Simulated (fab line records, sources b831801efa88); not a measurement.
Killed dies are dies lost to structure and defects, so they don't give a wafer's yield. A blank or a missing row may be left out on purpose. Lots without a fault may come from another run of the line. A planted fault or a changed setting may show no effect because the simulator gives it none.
A struck lot beside a sound one | flow gf180mcu | 18 steps out of a route of 602
Sound: wafers L403.2, L403.3, L403.4. Struck: wafers L410.1, L410.3, L410.4. The cause comes at the end.
At each step with rows: each side's tool, then ch and its chambers, then its first start. Under that, the readings that differ: sound wafers | struck wafers | difference of the means | sigmas: that difference in standard deviations of wafers without a fault.
alike: readings whose means differ by less than 2 such deviations, and words and numbers that are the same on both sides. not compared: withheld readings, readings that some wafer has no value for, bounds like >300 that may hide the same value, and numbers for which the record gives no deviation and whose values overlap.
The two part at a step that has a row with sigmas, a row that says differs or no value, or rows on one side only. Numbers that don't overlap but have no deviation are shown without sigmas and don't part them. A reading that every wafer of one side lacks parts them only if that side has two wafers or more.

first, 3 steps without rows for these wafers: GF_V3_EXPOSE_11 (exposes mask Via3, target cd 260 nm); GF_V3_PEB_12 (peb time 90 s); GF_V3_DEVELOP_13 (develop time 60 s).
GF_V3_CD_MEAS_14: target cd 260 nm.
  sound on cd_sem-01, day 24 23:43; struck on cd_sem-02, day 26 21:02
  alike: cd_nm
GF_V3_OVL_MEAS_15:
  sound on overlay-01, day 24 23:49; struck on overlay-02, day 26 21:10
  alike: V3_OVL
GF_V3_ETCH_16: etches BARC in N2/H2.
  sound on rie_diel-01 ch 0,1,2, day 24 23:50; struck on rie_diel-01 ch 0,2,3, day 26 21:11
  alike: drypump_motor_current_A, oes_product_au, throttle_valve_pct
GF_V3_ETCH_17: etches SiO2 in C4F8/O2/Ar, stops on TiN, target depth 635 nm.
  sound on rie_diel-01 ch 0,1,2; struck on rie_diel-01 ch 0,2,3
  alike: oes_product_au
GF_V3_STRIP_18: strips in O2/N2.
  sound on plasma_asher-01 ch 0,1, day 24 23:58; struck on plasma_asher-01 ch 0,1, day 26 21:19
  alike: drypump_motor_current_A, heater_power_w, oes_product_au
  not compared: rf_hours_counter_h
then, 2 steps without rows for these wafers: GF_V3_STRIP_19 (strips in post etch residue remover, time 1200 s); GF_V3_CLEAN_20 (cleans in DIW).
GF_V3_SPUTTER_21: material Ti, target thk 15 nm, time 80.02 s.
  sound on pvd_sputter-01, day 25 00:31; struck on pvd_sputter-04, day 26 21:53
  alike: throttle_valve_pct
then, 1 step without rows for these wafers: GF_V3_SPUTTER_22 (material TiN, target thk 10 nm, time 40 s).
GF_V3_CVD_23: deposits W, target thk 350 nm, time 104.9 s.
  sound on cvd_w-01 ch 0,1, day 25 00:37; struck on cvd_w-02 ch 0,1, day 26 21:59
  reading                          | sound             | struck            | difference | sigmas
  chamber_pressure_Torr (Torr)     | 40.09 40.03 39.92 | 28.08 28.13 28.13 | -11.90     | -99 or more
  model.W_of_V3_CVD_23.thk_nm (nm) | 356.2 348.9 353.7 | 292.2 291.3 293.4 | -60.6      |
  alike: heater_power_w
GF_V3_RS_MEAS_24: measures by four-point-probe.
  sound on film_metro-02, day 25 00:44; struck on film_metro-02, day 26 22:07
  reading          | sound             | struck            | difference | sigmas
  V3_W_RS (ohm/sq) | 0.322 0.330 0.325 | 0.393 0.395 0.392 | +0.068     | +16
GF_V3_THK_MEAS_25: measures by xrf.
  sound on film_metro-02, day 25 00:51; struck on film_metro-02, day 26 22:14
  reading       | sound       | struck      | difference | sigmas
  V3_W_THK (nm) | 361 353 356 | 294 295 295 | -62        | -12
GF_V3_CMP_26: polishes, stops on SiO2, t overpolish 15 s, target thk 0 nm.
  sound on cmp-02 ch 0,2,3, day 25 01:05; struck on cmp-02 ch 0,1,3, day 26 22:17
  alike: motor_current_A, time_to_endpoint_s
GF_M4_SPUTTER_00: material Ti, target thk 37.5 nm, time 150 s.
  sound on pvd_sputter-04, day 25 01:23; struck on pvd_sputter-04, day 26 22:35
  alike: throttle_valve_pct
then, 1 step without rows for these wafers: GF_PASSIVATION_PROBE_99.

WHERE THEY PART
First at GF_V3_CVD_23; last, within this record, at GF_V3_THK_MEAS_25. Later steps at which nothing parts them and some readings are alike: GF_V3_CMP_26, GF_M4_SPUTTER_00.

WHY: what the simulator had put in
Process parameter drift: cvd_w-02, from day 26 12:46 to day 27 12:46, at GF_V3_CVD_23. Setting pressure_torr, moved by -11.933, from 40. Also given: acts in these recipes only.
